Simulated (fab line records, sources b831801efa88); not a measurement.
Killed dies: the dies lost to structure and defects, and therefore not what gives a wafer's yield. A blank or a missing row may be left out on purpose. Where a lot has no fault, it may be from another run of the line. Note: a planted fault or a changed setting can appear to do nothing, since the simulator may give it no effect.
A struck lot beside a sound one + flow sfq line + 17 out of 325 route steps
Sound: the wafers L970.1, L970.2, L970.5. Struck: wafer L979.5. (L979.1, L979.3 of the same lot were not struck and are left out.) The cause comes at the end.
Order at every step that has rows: each side's tool, ch and its chambers, its first start. Under that, the readings that differ: sound wafers + struck wafers + difference of the means + sigmas: that difference in standard deviations of wafers without a fault.
alike: readings with means less than 2 such deviations apart, plus words and numbers identical on both sides. not compared: withheld readings, readings lacking a value on some wafer, bounds such as >300 that could conceal the same value, and numbers that have no deviation in the record and whose values overlap.
Wherever a step has rows on one side only, a row that says differs or no value, or a row with sigmas, the two part there. When numbers do not overlap yet have no deviation, they are printed without sigmas and do not part them. A reading that every wafer of one side lacks parts them only if that side has two wafers or more.

SFQ_TRILAYER_I6_VIA_BARC_OPEN_VIA_ETCH_235: etches BARC in O2, target depth 125 nm, time 41.7 s.
  sound on rie diel-04 ch 0,1,2, day 65 23:40; struck on rie diel-02 ch 3, day 67 10:17
  alike: drypump motor current A, oes product au
  not compared: rf hours counter h
SFQ_TRILAYER_I6_VIA_ETCH_VIA_ETCH_172: etches SiO2 in CHF3, stops on Nb, target depth 260 nm.
  sound on rie diel-04 ch 0,1,2, day 65 23:43; struck on rie diel-02 ch 3, day 67 10:19
  alike: drypump motor current A, oes product au
SFQ_TRILAYER_I6_VIA_STRIP_STRIP_173: strips in O2.
  sound on rie metal-02 ch 0,1, day 65 23:50; struck on rie metal-02 ch 0, day 67 10:26
  alike: drypump motor current A, oes product au
  not compared: rf hours counter h
then, 2 steps without rows for these wafers: SFQ_TRILAYER_I6_VIA_STRIP_SOLV_CLEAN_174 (cleans in NMP, time 600 s); SFQ_TRILAYER_M7_DEP_PRE_CLEAN_176 (time 22.5 s).
SFQ_TRILAYER_M7_DEP_SPUTTER_175: material Nb, target thk 200 nm, time 133.3 s.
  sound on pvd sputter-04 at day 66 00:38; struck on pvd sputter-05 at day 67 11:14
  alike: throttle valve pct
SFQ_M7_RS_MEAS_943: uses a four-point probe to measure.
  sound on film metro-04 at day 66 00:43; struck on film metro-01 at day 67 11:20
  alike: M7_NB_RS
then, 4 steps without rows for these wafers: SFQ_TRILAYER_M7_LITHO_COAT_182 (resist thk 62 nm); SFQ_TRILAYER_M7_LITHO_COAT_177 (resist thk 600 nm); SFQ_TRILAYER_M7_LITHO_SOFTBAKE_181; SFQ_TRILAYER_M7_LITHO_EXPOSE_178 (exposes mask M7, target cd 500 nm).
-- the record jumps here: 4 days lie between the struck wafers' starts before and after --
SFQ_TRILAYER_M7_LITHO_PEB_180: peb time 60 s.
  sound on litho track-01 ch 0, day 70 02:44; struck on litho track-01 ch 0, day 71 11:17
then, 1 step without rows for these wafers: SFQ_TRILAYER_M7_LITHO_DEVELOP_179 (time 60 s).
SFQ_M7_OVL_MEAS_945:
  sound on overlay-02 at day 70 03:02; struck on overlay-02 at day 71 11:35
| reading     | sound | struck | difference | sigmas |
|-------------|-------|--------|------------|--------|
| M7_OVL (nm) | 9 7 9 | -10    | -18        | -3     |
SFQ_TRILAYER_M7_BARC_OPEN_METAL_ETCH_229: etches BARC in O2, target depth 125 nm, time 41.7 s.
  sound on rie metal-03 ch 0,1, day 70 03:04; struck on rie metal-04 ch 1, day 71 11:38
| reading             | sound             | struck | difference | sigmas |
|---------------------|-------------------|--------|------------|--------|
| model.M7.cd nm (nm) | 501.8 501.6 501.5 | 492.1  | -9.5       |        |
  alike: drypump motor current A, oes product au
  not compared: rf hours counter h
SFQ_TRILAYER_M7_ETCH_METAL_ETCH_180: etches Nb in Cl2/Ar, stops on SiO2, target depth 240 nm, time 120 s.
  sound on rie metal-03 ch 0,1, day 70 03:07; struck on rie metal-04 ch 1, day 71 11:41
| reading             | sound             | struck | difference | sigmas |
|---------------------|-------------------|--------|------------|--------|
| model.M7.cd nm (nm) | 501.8 501.3 501.4 | 494    | -8         |        |
  alike: drypump motor current A, oes product au
  not compared: rf hours counter h
SFQ_TRILAYER_M7_STRIP_STRIP_181: strips in O2.
  sound on rie metal-03 ch 0,1, day 70 03:15; struck on rie metal-04 ch 1, day 71 11:49
  alike: drypump motor current A, oes product au
  not compared: rf hours counter h

WHERE THEY PART
SFQ_M7_OVL_MEAS_945 only, going by this record. Later steps at which nothing parts them and some readings are alike: SFQ_TRILAYER_M7_BARC_OPEN_METAL_ETCH_229, SFQ_TRILAYER_M7_ETCH_METAL_ETCH_180, SFQ_TRILAYER_M7_STRIP_STRIP_181.

WHY: whatever the simulator had introduced
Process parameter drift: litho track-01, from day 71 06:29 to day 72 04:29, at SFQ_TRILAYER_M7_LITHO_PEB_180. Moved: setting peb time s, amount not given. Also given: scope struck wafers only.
